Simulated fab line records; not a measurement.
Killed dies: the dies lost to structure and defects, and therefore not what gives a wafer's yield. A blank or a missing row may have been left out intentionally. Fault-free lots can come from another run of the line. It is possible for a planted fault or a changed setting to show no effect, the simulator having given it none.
The tool behind it: which one? -- flow gf180mcu -- 14 lots, 42 wafers sampled, at 4 steps of a route of 602

## WHAT THE GAUGES SHOWED, per wafer
GF_V4_OVL_MEAS_15.
lot,measured,on,V4_OVL (nm)
L761,day 24 04:50,overlay-01,-16 -10 -11
L763,day 24 23:02,overlay-02,1 3 0
L764,day 25 08:17,overlay-02,2 -1 1
L765,day 25 13:02,overlay-02,7 2 10
L766,day 26 04:51,overlay-02,4 2 3
L767,day 26 14:14,overlay-01,-6 -5 -5
L768,day 26 18:14,overlay-01,1 4 -6
L770,day 27 09:22,overlay-01,6 4 2
L773,day 28 07:28,overlay-01,-4 0 0
L775,day 29 00:05,overlay-02,-6 -4 -3
L776,day 29 02:38,overlay-01,0 -2 -2
L782,day 30 22:31,overlay-02,10 -2 -3
L783,day 31 10:53,overlay-02,3 0 3
L784,day 31 12:08,overlay-01,6 3 14

GF_PASSIVATION_THK_MEAS_03.
lot,measured,on,PASSIVATION_CVD_02_THK (nm)
L761,day 28 00:18,film_metro-04,690 689 708
L763,day 28 17:19,film_metro-03,704 695 715
L764,day 29 01:11,film_metro-04,697 695 700
L765,day 29 04:48,film_metro-03,691 690 692
L766,day 29 18:24,film_metro-04,678 696 706
L767,day 30 02:08,film_metro-03,701 693 706
L768,day 30 08:53,film_metro-04,688 681 688
L770,day 30 20:27,film_metro-01,684 694 697
L773,day 31 15:44,film_metro-01,701 706 713
L775,day 32 05:57,film_metro-01,677 691 698
L776,day 32 09:03,film_metro-04,698 711 712
L784,day 34 10:18,film_metro-01,695 709 703

## WHICH TOOL RAN EACH LOT (tool, then ch and the chambers of the sampled wafers, then the start)
lot,GF_V4_ETCH_16,GF_TOP_METAL_SPUTTER_03
L761,"rie_diel-04 ch 0,1,3, day 24 04:52","pvd_sputter-04, day 27 03:42"
L763,"rie_diel-04 ch 0,2, day 24 23:04","pvd_sputter-04, day 27 21:01"
L764,"rie_diel-02 ch 1,2,3, day 25 08:19","pvd_sputter-03, day 28 04:16"
L765,"rie_diel-02 ch 0,2,3, day 25 13:04","pvd_sputter-03, day 28 08:07"
L766,"rie_diel-01 ch 0,2,3, day 26 04:53","pvd_sputter-04, day 28 22:05"
L767,"rie_diel-01 ch 1,3, day 26 14:16","pvd_sputter-02, day 29 05:48"
L768,"rie_diel-02 ch 0,1,3, day 26 18:16","pvd_sputter-03, day 29 13:16"
L770,"rie_diel-01 ch 0,1, day 27 09:25","pvd_sputter-02, day 30 00:58"
L773,"rie_diel-01 ch 1,2,3, day 28 07:31","pvd_sputter-03, day 30 20:38"
L775,"rie_diel-01 ch 1,2, day 29 00:07","pvd_sputter-04, day 31 11:33"
L776,"rie_diel-04 ch 0,2,3, day 29 02:40","pvd_sputter-04, day 31 14:58"
L782,"rie_diel-01 ch 0,2, day 30 22:34","pvd_sputter-02, day 33 06:38"
L783,"rie_diel-04 ch 0,3, day 31 10:55","pvd_sputter-04, day 33 16:47"
L784,"rie_diel-01 ch 0,3, day 31 12:10","pvd_sputter-03, day 33 18:16"
- GF_V4_ETCH_16: etches BARC in N2/H2.
- GF_TOP_METAL_SPUTTER_03: material Ti, target thk 5 nm, time 3.3 s.

## WHAT THE TOOLS THEMSELVES READ (means of the sampled wafers that have a number; where no wafer has one, the mark that the record gives instead)
GF_V4_ETCH_16.
lot,tool,drypump_motor_current_A (A),oes_product_au (a.u.),throttle_valve_pct (%)
L761,rie_diel-04,6.1,0.859,13.229
L763,rie_diel-04,5.7,0.855,13.225
L764,rie_diel-02,6.0,0.854,13.230
L765,rie_diel-02,5.6,0.852,13.224
L766,rie_diel-01,5.5,0.856,13.214
L767,rie_diel-01,5.7,0.856,13.216
L768,rie_diel-02,5.8,0.857,13.217
L770,rie_diel-01,5.5,0.856,13.218
L773,rie_diel-01,5.7,0.852,13.222
L775,rie_diel-01,5.7,0.855,13.215
L776,rie_diel-04,5.9,0.856,13.227
L782,rie_diel-01,5.4,0.857,13.229
L783,rie_diel-04,5.8,0.858,13.224
L784,rie_diel-01,5.6,0.856,13.220

GF_TOP_METAL_SPUTTER_03.
lot,tool,cathode_dc_power_W (W),chamber_pressure_pa (Pa),substrate_temp_c (C),throttle_valve_pct (%)
L761,pvd_sputter-04,2999.9,0.3008,300.21,29.8
L763,pvd_sputter-04,2999.7,0.3004,300.06,29.1
L764,pvd_sputter-03,2999.5,0.3000,300.24,30.2
L765,pvd_sputter-03,2999.9,0.3001,299.89,30.6
L766,pvd_sputter-04,2999.9,0.3000,300.02,30.5
L767,pvd_sputter-02,3000.0,0.3002,300.12,30.0
L768,pvd_sputter-03,3000.4,0.3000,299.91,30.3
L770,pvd_sputter-02,3000.0,0.3005,300.06,29.6
L773,pvd_sputter-03,2999.6,0.3001,300.01,30.9
L775,pvd_sputter-04,2999.8,0.3003,299.91,29.9
L776,pvd_sputter-04,3000.0,0.2996,299.94,29.1
L782,pvd_sputter-02,-,-,-,-
L783,pvd_sputter-04,-,-,-,-
L784,pvd_sputter-03,3000.0,0.2996,299.90,30.0

## THE ANSWER, worked out from the rows above alone
Rule: usual is defined by the lots themselves. The widest of any qualifying gaps counts: lots, ordered by their means at a reading, are off when they make up no more than a third of the lots, leave a main group of 4 or more, and stand apart from it by 3 or more times the standard deviation of that group's means. A main group is skipped when, at the precision printed for the reading in the tables above, its means are all equal. A lot without any number at a reading at which 4 lots or more have one is off too. Any other lot the step has rows for is counted as sound. Order of review: gauges by route order, followed by the tools' own readings, for which a lot's mean as printed above is used. At the first step where some lot is off, the reading lying furthest off is the one used; lots without a number count as furthest.
Off: L782, L783 (GF_TOP_METAL_SPUTTER_03, cathode_dc_power_W). Without a number there: L782, L783. The main group: mean 2999.9 W, standard deviation 0.22.
A tool fits if, at that step or a process step before it, it ran every lot that is off, and no sound lot after the first of them. No candidate that was tried fits.

## WHAT THE SIMULATOR HAD INSERTED
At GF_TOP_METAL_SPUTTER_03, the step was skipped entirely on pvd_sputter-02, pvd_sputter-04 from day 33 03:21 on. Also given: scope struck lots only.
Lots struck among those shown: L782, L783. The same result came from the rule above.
